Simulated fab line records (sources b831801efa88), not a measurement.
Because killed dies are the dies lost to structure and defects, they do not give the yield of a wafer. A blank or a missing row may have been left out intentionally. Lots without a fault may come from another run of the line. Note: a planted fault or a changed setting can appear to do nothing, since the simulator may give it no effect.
What tool caused it? + flow gf180mcu + 14 lots, 42 wafers sampled, at 4 steps of a route of 602

WHAT EACH GAUGE READ, for each wafer
GF_VT_IMPLANT_TW_MEAS_32.
| lot  | measured     | on           | VT_IMPLANT_3_TW   |
|------|--------------|--------------|-------------------|
| L681 | day 7 03:13  | filmMetro-02 | 272.7 273.9 272.1 |
| L682 | day 7 10:07  | filmMetro-02 | 273.1 273.5 273.4 |
| L683 | day 7 21:44  | filmMetro-02 | 271.6 272.2 272.5 |
| L684 | day 8 02:08  | filmMetro-04 | 273.5 271.8 270.2 |
| L688 | day 9 01:32  | filmMetro-01 | 269.2 268.4 271.2 |
| L691 | day 9 22:14  | filmMetro-04 | 271.6 271.7 271.7 |
| L694 | day 10 17:22 | filmMetro-04 | 271.6 271.6 272.6 |
| L696 | day 11 08:38 | filmMetro-01 | 270.8 270.2 270.4 |
| L698 | day 11 22:56 | filmMetro-04 | 270.9 270.7 269.7 |
| L699 | day 12 02:06 | filmMetro-02 | 273.6 274.4 275.3 |
| L700 | day 12 10:46 | filmMetro-01 | 271.2 271.3 271.8 |
| L701 | day 12 18:14 | filmMetro-01 | 269.6 270.6 270.5 |
| L702 | day 13 01:24 | filmMetro-02 | 273.5 272.2 272.7 |
| L703 | day 13 08:35 | filmMetro-04 | 270.3 269.1 269.6 |

GF_VT_IMPLANT_RS_MEAS_48: measures by four-point-probe.
| lot  | measured     | on           | LVPWELL_RS (ohm/sq)  |
|------|--------------|--------------|----------------------|
| L681 | day 7 19:17  | filmMetro-04 | 1195.0 1195.8 1195.0 |
| L682 | day 8 02:12  | filmMetro-03 | 1197.1 1195.0 1194.5 |
| L683 | day 8 15:09  | filmMetro-03 | 1196.3 1193.9 1195.5 |
| L684 | day 8 18:47  | filmMetro-03 | 1188.8 1193.0 1196.3 |
| L688 | day 9 19:54  | filmMetro-02 | 1199.5 1198.9 1197.1 |
| L691 | day 10 17:10 | filmMetro-03 | 1195.0 1195.3 1196.7 |
| L694 | day 11 12:22 | filmMetro-03 | 1194.7 1197.3 1195.2 |
| L696 | day 12 03:58 | filmMetro-04 | 1193.0 1192.6 1192.3 |
| L698 | day 12 19:24 | filmMetro-03 | 1198.1 1200.8 1200.1 |
| L699 | day 12 22:54 | filmMetro-03 | 1194.5 1194.0 1196.7 |
| L700 | day 13 06:52 | filmMetro-04 | 1198.9 1201.5 1201.0 |
| L701 | day 13 14:59 | filmMetro-04 | 1202.4 1200.1 1205.1 |
| L702 | day 13 22:50 | filmMetro-02 | 1195.8 1195.1 1195.1 |
| L703 | day 14 05:36 | filmMetro-04 | 1199.7 1193.6 1198.0 |

GF_POLY_GATE_OVL_MEAS_11.
| lot  | measured     | on         | POLY_GATE_OVL (nm) |
|------|--------------|------------|--------------------|
| L681 | day 9 10:31  | overlay-01 | -6 8 -2            |
| L682 | day 9 18:23  | overlay-02 | 8 0 0              |
| L683 | day 10 07:23 | overlay-01 | -6 -6 -7           |
| L684 | day 10 13:07 | overlay-02 | 2 4 6              |
| L688 | day 11 15:28 | overlay-02 | 5 1 0              |
| L691 | day 12 12:31 | overlay-02 | 0 -3 -17           |
| L694 | day 13 09:11 | overlay-02 | 2 -2 1             |
| L696 | day 14 01:07 | overlay-01 | 3 -4 5             |
| L698 | day 14 18:01 | overlay-02 | -11 -6 -8          |
| L699 | day 15 00:19 | overlay-01 | 4 12 6             |
| L700 | day 15 06:19 | overlay-02 | 5 5 3              |
| L701 | day 15 15:06 | overlay-02 | 5 -2 2             |
| L702 | day 15 22:46 | overlay-01 | 2 2 -8             |
| L703 | day 16 07:07 | overlay-02 | -1 -7 -3           |

EACH LOT AND THE TOOL THAT RAN IT (in order: tool; ch and the chambers of the sampled wafers; start)
| lot  | GF_DUAL_GATE_SOFTBAKE_07         |
|------|----------------------------------|
| L681 | lithoTrack-02 ch 0, day 8 05:27  |
| L682 | lithoTrack-02 ch 0, day 8 12:56  |
| L683 | lithoTrack-03 ch 0, day 9 01:39  |
| L684 | lithoTrack-03 ch 0, day 9 06:17  |
| L688 | lithoTrack-03 ch 0, day 10 06:47 |
| L691 | lithoTrack-03 ch 0, day 11 04:03 |
| L694 | lithoTrack-02 ch 0, day 11 23:13 |
| L696 | lithoTrack-02 ch 0, day 12 15:35 |
| L698 | lithoTrack-04 ch 0, day 13 07:31 |
| L699 | lithoTrack-04 ch 0, day 13 11:52 |
| L700 | lithoTrack-02 ch 0, day 13 19:11 |
| L701 | lithoTrack-02 ch 0, day 14 03:10 |
| L702 | lithoTrack-03 ch 0, day 14 11:09 |
| L703 | lithoTrack-04 ch 0, day 14 18:01 |
- GF_DUAL_GATE_SOFTBAKE_07: time 60 s.

WHAT THE TOOLS THEMSELVES READ (means of the sampled wafers that have a number; where no wafer has one, the mark that the record gives instead)
GF_DUAL_GATE_SOFTBAKE_07.
| lot  | tool          | runLengthS (s) |
|------|---------------|----------------|
| L681 | lithoTrack-02 | 88.93          |
| L682 | lithoTrack-02 | 88.89          |
| L683 | lithoTrack-03 | 89.06          |
| L684 | lithoTrack-03 | 88.99          |
| L688 | lithoTrack-03 | 93.14          |
| L691 | lithoTrack-03 | 93.02          |
| L694 | lithoTrack-02 | 89.01          |
| L696 | lithoTrack-02 | 88.95          |
| L698 | lithoTrack-04 | 88.95          |
| L699 | lithoTrack-04 | 89.08          |
| L700 | lithoTrack-02 | 89.03          |
| L701 | lithoTrack-02 | 88.99          |
| L702 | lithoTrack-03 | 89.02          |
| L703 | lithoTrack-04 | 89.12          |

THE ANSWER, worked out from the rows above alone
Rule: usual is defined by the lots themselves. Put in order of their means at a reading, lots are off if they are a third of the lots or fewer, leave a main group of 4 or more, and stand apart from it by a gap of 3 or more times the standard deviation of the main group's means; of several such gaps the widest counts. If all means in a main group match to the digits the tables above print for the reading, that group is not used. Also off: a lot with no number at a reading for which 4 or more lots have one. Any other lot the step has rows for is counted as sound. Order of review: gauges by route order, followed by the tools' own readings, for which a lot's mean as printed above is used. The first step at which some lot is off is used, and at that step the reading that is off furthest; a lot without a number counts as furthest.
Off at GF_DUAL_GATE_SOFTBAKE_07 (runLengthS): L688, L691. Mean 89.00 s and standard deviation 0.063 in the main group.
A tool fits if, at that step or a process step before it, it ran every lot that is off, and no sound lot after the first of them. None of those tried fits.

WHAT THE SIMULATOR HAD PUT IN
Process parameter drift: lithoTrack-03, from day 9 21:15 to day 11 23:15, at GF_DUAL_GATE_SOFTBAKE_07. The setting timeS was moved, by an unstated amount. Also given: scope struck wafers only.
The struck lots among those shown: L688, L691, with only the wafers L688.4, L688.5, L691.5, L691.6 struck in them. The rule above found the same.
